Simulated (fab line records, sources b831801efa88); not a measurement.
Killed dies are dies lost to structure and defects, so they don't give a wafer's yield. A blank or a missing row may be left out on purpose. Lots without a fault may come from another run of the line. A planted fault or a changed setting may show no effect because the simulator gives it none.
A struck lot beside a sound one | flow sky130 | 14 steps out of a route of 708
Sound: wafers L191.1, L191.2, L191.4. Struck: wafers L200.2, L200.5, L200.6. The cause comes at the end.
At each step with rows: each side's tool, then ch and its chambers, then its first start. Under that, the readings that differ: sound wafers | struck wafers | difference of the means | sigmas: that difference in standard deviations of wafers without a fault.
alike: readings whose means differ by less than 2 such deviations, and words and numbers that are the same on both sides. not compared: withheld readings, readings that some wafer has no value for, bounds like >300 that may hide the same value, and numbers for which the record gives no deviation and whose values overlap.
The two part at a step that has a row with sigmas, a row that says differs or no value, or rows on one side only. Numbers that don't overlap but have no deviation are shown without sigmas and don't part them. A reading that every wafer of one side lacks parts them only if that side has two wafers or more.

SKY_VIA2_CD_MEAS_12: target cd 200 nm.
  sound on cd_sem-02, day 39 02:46; struck on cd_sem-01, day 41 17:41
  alike: cd_nm
SKY_VIA2_OVL_MEAS_13:
  sound on overlay-02, day 39 02:53; struck on overlay-02, day 41 17:48
  alike: VIA2_OVL
SKY_VIA2_ETCH_14: etches BARC in N2/H2, stops on SiO2, time 45.9 s, target depth 60 nm.
  sound on rie_diel-01 ch 0,1,2, day 39 02:56; struck on rie_diel-01 ch 0,1,3, day 41 17:50
  alike: drypump_motor_current_A, oes_product_au, rf_fwd_power_W, throttle_valve_pct
  not compared: rf_hours_counter_h
SKY_VIA2_ETCH_15: etches SiO2 in C4F8/O2/Ar, stops on TiN, target depth 546 nm, time 84 s.
  sound on rie_diel-01 ch 0,1,2, day 39 02:58; struck on rie_diel-01 ch 0,1,3, day 41 17:52
  alike: oes_product_au, rf_fwd_power_W
  not compared: rf_hours_counter_h
SKY_VIA2_STRIP_16: strips in O2/N2.
  sound on plasma_asher-02 ch 0,1, day 39 03:02; struck on plasma_asher-03 ch 0,1, day 41 17:56
  alike: drypump_motor_current_A, oes_product_au, strip_time_to_endpoint_s
  not compared: rf_hours_counter_h
then, 3 steps without rows for these wafers: SKY_VIA2_STRIP_17 (strips in post etch residue remover, time 1200 s); SKY_VIA2_CLEAN_18 (cleans in IPA, time 180 s); SKY_VIA2_CLEAN_19 (cleans in O3/DIW).
SKY_VIA2_SPUTTER_20: material TiN, target thk 20 nm, time 80 s.
  sound on pvd_sputter-02, day 39 03:39; struck on pvd_sputter-02, day 41 18:32
  alike: chamber_pressure_pa, throttle_valve_pct
SKY_VIA2_CVD_21: deposits W, target thk 420 nm, time 126.4 s.
  sound on cvd_w-02 ch 0,1, day 39 03:43; struck on cvd_w-02 ch 0,1, day 41 18:35
  alike: heater_power_w
SKY_VIA2_RS_MEAS_22: measures by four-point-probe.
  sound on film_metro-01, day 39 03:50; struck on film_metro-01, day 41 18:45
  alike: VIA2_W_RS
SKY_VIA2_THK_MEAS_23: measures by xrf.
  sound on film_metro-01, day 39 03:58; struck on film_metro-01, day 41 18:52
  alike: VIA2_W_THK
SKY_VIA2_CMP_24: polishes, stops on SiO2, t overpolish 20 s, target thk 0 nm.
  sound on cmp-02 ch 0,2,3, day 39 04:01; struck on cmp-02 ch 2,3, day 41 18:55
  no value came back on the struck wafers for any of 5 readings (edge_zone_pressure_frac, head_pressure_psi (psi) and others); on the sound wafers edge_zone_pressure_frac reads 1.001 0.999 1.001
  reading                                  | sound             | struck            | difference | sigmas
  model.W_of_VIA2_CVD_21.thk_nm (nm)       | 0 0 0             | 418.2 416.3 416.1 | +416.9     |
  model.SiO2_of_VIA2_HDPCVD_00.thk_nm (nm) | 490.5 490.2 490.8 | 496.1 496 496.4   | +5.7       |
-- the record jumps here: 8 days lie between the struck wafers' starts before and after (it left off in module VIA2 and takes up again in module PAD_OPEN, whose first step shown is number 708 of the route) --
SKY_PAD_OPEN_PROBE_99:
  sound on prober-02, day 47 22:49; struck on prober-02, day 49 22:38
  reading                  | sound          | struck         | difference | sigmas
  defect_limited_yield (%) | 85.4 82.9 80.7 | 0 0 0          | -83        | -44
  killed_at_M0_to_M3       | 37 40 44       | 449 442 451    | +407       | +63
  killed_dies              | 72 84 95       | 492 492 492    | +408       | +43
  killed_on_rim            | 16 12 12       | 96 96 96       | +83        | +20
  sort_bin_3_pad_short (%) | 0.6 1.2 1.2    | 84.6 82.5 83.7 | +82.6      | +99 or more
  sort_n_pass              | 420 408 397    | 0 0 0          | -408       | -43
  sort_yield_pct (%)       | 85.4 82.9 80.7 | 0 0 0          | -83        | -44
  alike: killed_at_M4_up, killed_at_contacts, killed_at_front_end, killed_at_other, killed_open, killed_short, sort_bin_5_function, sort_bin_6_memory

WHERE THEY PART
First at SKY_VIA2_CMP_24; last, within this record, at SKY_PAD_OPEN_PROBE_99.

WHY: what the simulator had put in
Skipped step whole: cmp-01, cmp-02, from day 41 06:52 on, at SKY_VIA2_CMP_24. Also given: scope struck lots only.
